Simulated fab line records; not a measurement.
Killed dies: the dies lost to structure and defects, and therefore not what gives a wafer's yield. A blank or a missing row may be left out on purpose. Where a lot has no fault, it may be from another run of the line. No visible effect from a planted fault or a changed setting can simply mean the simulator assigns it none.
Problem report, 8D (eight disciplines) form, completed by code + flow gf180mcu + the parts of the form that need people (team, actions taken, sign-off) are left out

== 1. THE PROBLEM ==
Mean POLY_GATE_CVD_00_THK at GF_POLY_GATE_THK_MEAS_01: 254.2 nm over 6 wafers in 2 lots; fault-free wafers: 199.8 nm, standard deviation 2.3. Relative to the usual mean, that is a shift of +24 standard deviations.
The first sign was on wafer L376.2 at day 11 05:25, on film metro-02. At this step, 39 wafers from 13 lots have a number in the record. Rule for "out" (also "out of limits"): further than 4 standard deviations from the usual mean. Any other wafer with a number is counted as sound.

== 2. WHAT IT IS, AND WHAT IT ISN'T ==
| question                    | is                           | is not                                                                                       |
|-----------------------------|------------------------------|----------------------------------------------------------------------------------------------|
| which readings at this step | POLY_GATE_CVD_00_THK         | -                                                                                            |
| which lots                  | L376, L377                   | L368, L369, L370, L371, L373, L374, L380, L382, L383, L388, L390                             |
| which wafers of those lots  | all that have a number       | -                                                                                            |
| read on which gauges        | film metro-02, film metro-04 | film metro-03                                                                                |
| when                        | from day 11 05:25            | up to then (18 sound wafers); but 15 sound wafers of L380, L382, L383, L388, L390 came after |

== 3. THE SUSPECTS, EACH WITH WHAT RULES IT OUT ==
Counting: a tool at any process step up to the reading remains a suspect when it ran all the lots that are out and ran no sound lot after the first of those.
- the gauge at GF_POLY_GATE_THK_MEAS_01 is ruled out. The wafers that are out were read on 2 gauges (film metro-02, film metro-04).
- lpcvd-02 at GF_POLY_GATE_CVD_00 (deposits poly-Si, target thk 200 nm, time 1200 s): kept. It ran every lot that is out, first L376 (day 11 04:04), and no sound lot after that; its last sound lot up to then is L373 (day 10 09:31). Its own spike tc centre C, spike tc lower C, spike tc upper C, susceptor temp C readings are out on those wafers.
The count leaves lpcvd-02 at GF_POLY_GATE_CVD_00.

== 4. THE CAUSE (what the simulator had put in) ==
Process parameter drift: lpcvd-02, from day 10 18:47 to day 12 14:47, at GF_POLY_GATE_CVD_00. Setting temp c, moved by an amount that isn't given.
After counting, this tool was the only one left.

== 5. THE CHAIN OF EFFECTS, in route order ==
Each row: a reading whose mean over the struck wafers that have a number lies more than 3 standard deviations from the usual. Readings are gone through only where the record gives a usual standard deviation; hours: the median, over the lots, of the time from a lot's start at the first step in this table giving one to that lot's start at this step; sigmas: the change measured in usual standard deviations.
| hours | step                     | reading              | usual    | on struck wafers | change | sigmas |
|-------|--------------------------|----------------------|----------|------------------|--------|--------|
| 0     | GF_POLY_GATE_CVD_00      | spike tc bottom C    | 639 C    | 650              | +11    | +3.4   |
| 0     | GF_POLY_GATE_CVD_00      | spike tc centre C    | 620.9 C  | 631.5            | +10.6  | +8.2   |
| 0     | GF_POLY_GATE_CVD_00      | spike tc lower C     | 620.0 C  | 630.3            | +10.3  | +7.9   |
| 0     | GF_POLY_GATE_CVD_00      | spike tc upper C     | 619.9 C  | 629.0            | +9.1   | +7.6   |
| 0     | GF_POLY_GATE_CVD_00      | susceptor temp C     | 619.89 C | 630.34           | +10.45 | +40    |
| 1     | GF_POLY_GATE_THK_MEAS_01 | POLY_GATE_CVD_00_THK | 199.8 nm | 254.2            | +54.4  | +24    |
Its process steps:
- GF_POLY_GATE_CVD_00: deposits poly-Si, target thk 200 nm, time 1200 s.
At these later measuring or inspecting steps, every struck wafer for which the step has a row has a number for every such reading, and none has moved that far: GF_HV_LDD_CD_MEAS_46, GF_PSD_OVL_MEAS_08.

== 6. WHAT WOULD HAVE CAUGHT IT SOONER ==
In this record the first reading out of limits at a measuring or inspecting step was taken at day 11 05:25, 11 hours after the fault began at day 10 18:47.
At GF_POLY_GATE_CVD_00, the tool's own readings (spike tc centre C, spike tc lower C, spike tc upper C, susceptor temp C) were out on each struck wafer the step has a row for, so an alarm limit on them would have fired on the first such wafer.
By day 11 05:25, every lot that is out (2) had started GF_POLY_GATE_CVD_00 on lpcvd-02. None of them would have been spared by holding the tool at that moment.
